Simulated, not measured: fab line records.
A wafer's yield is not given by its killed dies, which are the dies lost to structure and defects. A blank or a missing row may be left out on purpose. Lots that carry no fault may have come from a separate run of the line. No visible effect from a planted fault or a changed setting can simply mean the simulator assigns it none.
Comparing a struck lot with a sound one + flow sky130 + 16 out of 708 route steps
Sound: wafers L500.2, L500.3, L500.4. Wafers L517.2, L517.5, L517.6 were the ones struck. At the end, the cause is stated.
At each step with rows: each side's tool, then ch and its chambers, then its first start. Under that, the readings that differ: sound wafers + struck wafers + difference of the means + sigmas: that difference in standard deviations of wafers without a fault.
alike: readings with means less than 2 such deviations apart, plus words and numbers identical on both sides. not compared: withheld readings, readings lacking a value on some wafer, bounds such as >300 that could conceal the same value, and numbers that have no deviation in the record and whose values overlap.
The two part at a step that has a row with sigmas, a row that says differs or no value, or rows on one side only. Numbers that have no deviation but don't overlap get no sigmas and don't part them. A reading missing from all wafers of one side parts the sides only when that side holds two or more wafers.

SKY_NWELL_RS_MEAS_29: measurement is done with a four-point probe.
  sound on film_metro-03, day 6 00:52; struck on film_metro-04, day 10 11:19
  alike: NWELL_RS
SKY_NWELL_RS_MEAS_31: measurement is done with a four-point probe.
  sound on film_metro-03, day 6 01:06; struck on film_metro-04, day 10 11:33
  alike: PWDE_RS
then, 7 steps without rows for these wafers: SKY_VT_ADJUST_HVTP_DEHYDRATE_00 (time 60 s); SKY_VT_ADJUST_HVTP_HMDS_01 (prime time 60 s); SKY_VT_ADJUST_HVTP_COAT_02 (resist thk 1140 nm); SKY_VT_ADJUST_HVTP_SOFTBAKE_03 (time 60 s); SKY_VT_ADJUST_HVTP_EXPOSE_04 (exposes mask HVTPM, target cd 380 nm); SKY_VT_ADJUST_HVTP_PEB_05; SKY_VT_ADJUST_HVTP_DEVELOP_06 (develop time 60 s).
SKY_VT_ADJUST_HVTP_CD_MEAS_07: target cd 380 nm.
  sound on cd_sem-01, day 6 18:43; struck on cd_sem-01, day 11 11:02
  alike: cd_nm
SKY_VT_ADJUST_HVTP_OVL_MEAS_08:
  sound on overlay-02, day 6 18:49; struck on overlay-02, day 11 11:08
  alike: VT_ADJUST_HVTP_OVL
SKY_VT_ADJUST_HVTP_IMPLANT_09:
  sound on implanter-02 ch 0, day 6 18:53; struck on implanter-01 ch 0, day 11 11:11
| reading            | sound                         | struck                        | difference | sigmas      |
|--------------------|-------------------------------|-------------------------------|------------|-------------|
| dose_ions_cm2      | 4.297e+12 4.296e+12 4.303e+12 | 1.536e+12 1.532e+12 1.535e+12 | -2.764e+12 | -99 or more |
| faraday_current_uA | 24.5 24.5 24.7                | 8.6 8.6 8.5                   | -16.0      | -33         |
  alike: beam_energy_keV
SKY_VT_ADJUST_HVTP_STRIP_10: strips in O2/N2.
  sound on plasma_asher-03 ch 0,1, day 6 19:00; struck on plasma_asher-02 ch 0,1, day 11 11:19
| reading                      | sound             | struck            | difference | sigmas |
|------------------------------|-------------------|-------------------|------------|--------|
| strip_time_to_endpoint_s (s) | 14.25 14.24 14.28 | 14.15 14.16 14.20 | -0.09      | -2     |
  alike: drypump_motor_current_A, oes_product_au
  not compared: rf_hours_counter_h
SKY_VT_ADJUST_HVTP_TW_MEAS_11:
  sound on film_metro-02, day 6 19:07; struck on film_metro-02, day 11 11:26
| reading           | sound          | struck      | difference | sigmas |
|-------------------|----------------|-------------|------------|--------|
| VT_ADJUST_HVTP_TW | 1361 1357 1356 | 983 986 989 | -372       | -57    |
then, 1 step without rows for these wafers: SKY_VT_ADJUST_LVTN_DEHYDRATE_00 (time 60 s).
-- record jumps: 39 days separate the struck wafers' starts on either side; left off in module VT_ADJUST_LVTN, taken up again in module PAD_OPEN, whose first shown step is the route's number 708 --
SKY_PAD_OPEN_PROBE_99:
  sound on prober-02, day 46 16:34; struck on prober-02, day 50 12:26
  alike: killed_at_M0_to_M3, killed_at_M4_up, killed_at_contacts, killed_at_front_end, killed_at_other, killed_dies, killed_open, killed_short

== WHERE THEY PART ==
First at SKY_VT_ADJUST_HVTP_IMPLANT_09; last, within this record, at SKY_VT_ADJUST_HVTP_TW_MEAS_11. Later steps at which nothing parts them and some readings are alike: SKY_PAD_OPEN_PROBE_99.

WHY: what had been put in by the simulator
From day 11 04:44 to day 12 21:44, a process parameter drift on implanter-01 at SKY_VT_ADJUST_HVTP_IMPLANT_09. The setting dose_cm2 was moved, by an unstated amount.
